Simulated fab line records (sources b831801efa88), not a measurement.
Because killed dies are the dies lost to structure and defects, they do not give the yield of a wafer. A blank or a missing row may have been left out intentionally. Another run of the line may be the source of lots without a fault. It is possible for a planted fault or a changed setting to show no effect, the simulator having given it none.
Matching of chambers :: flow gf180mcu :: GF_V1_CMP_26 on cmp-01 has 4 sister chambers
The step polishes, stops on SiO2, t overpolish 15 s, target thk 0 nm. 7 wafers are shown with their chamber, then 7 later ones without.

== WAFERS WITH THEIR CHAMBER ==
wafer: L753.4
chamber: 2
motor-current-A (A): 10.5
time-to-endpoint-s (s): 85

wafer: L758.4
chamber: 3
motor-current-A (A): 10.7
time-to-endpoint-s (s): 86

wafer: L759.3
chamber: 0
motor-current-A (A): 11.2
time-to-endpoint-s (s): 93

wafer: L759.5
chamber: 1
motor-current-A (A): 10.9
time-to-endpoint-s (s): 88

wafer: L759.6
chamber: 0
motor-current-A (A): 11.3
time-to-endpoint-s (s): 91

wafer: L761.1
chamber: 1
motor-current-A (A): 11.4
time-to-endpoint-s (s): 84

wafer: L761.3
chamber: 3
motor-current-A (A): 10.8
time-to-endpoint-s (s): 87

== WAFERS WITHOUT THEIR CHAMBER ==
wafer: L761.4
motor-current-A (A): 10.2
time-to-endpoint-s (s): 82

wafer: L763.1
motor-current-A (A): 11.5
time-to-endpoint-s (s): 86

wafer: L763.5
motor-current-A (A): 11.1
time-to-endpoint-s (s): 87

wafer: L763.6
motor-current-A (A): 10.9
time-to-endpoint-s (s): 89

wafer: L764.1
motor-current-A (A): 10.6
time-to-endpoint-s (s): 89

wafer: L764.3
motor-current-A (A): 11.9
time-to-endpoint-s (s): 92

wafer: L764.5
motor-current-A (A): 10.6
time-to-endpoint-s (s): 82

== EACH ONE'S CHAMBER ==
wafer: L761.4
from the rows above: can't be placed: 2 or 3
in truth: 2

wafer: L763.1
from the rows above: can't be placed: 1 or 0 or 3
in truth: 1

wafer: L763.5
from the rows above: can't be placed: 1 or 3
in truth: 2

wafer: L763.6
from the rows above: can't be placed: 3 or 1 or 0 or 2
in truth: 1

wafer: L764.1
from the rows above: can't be placed: 3 or 2 or 1 or 0
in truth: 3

wafer: L764.3
from the rows above: can't be placed: 0 or 1
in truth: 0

wafer: L764.5
from the rows above: can't be placed: 2 or 3 or 1
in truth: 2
Correctly placed: 0 of 7. Cannot be placed on the basis of these rows: 7; the candidates contain the true chamber in 6. 0 placed wrongly.
How it was worked out, from the rows above alone: a wafer's distance from a chamber is the root of the sum, over the readings, of the square of ((its reading less the chamber's mean) divided by the reading's scatter). The wafer belongs to the nearest chamber; if the next one is less than 2 further off, it can't be placed. A chamber's mean is the mean of its shown wafers. How the scatter is found: for the shown wafers, subtract from each reading the mean of its chamber, square and add these, divide the total by (wafers less chambers), then take the root.
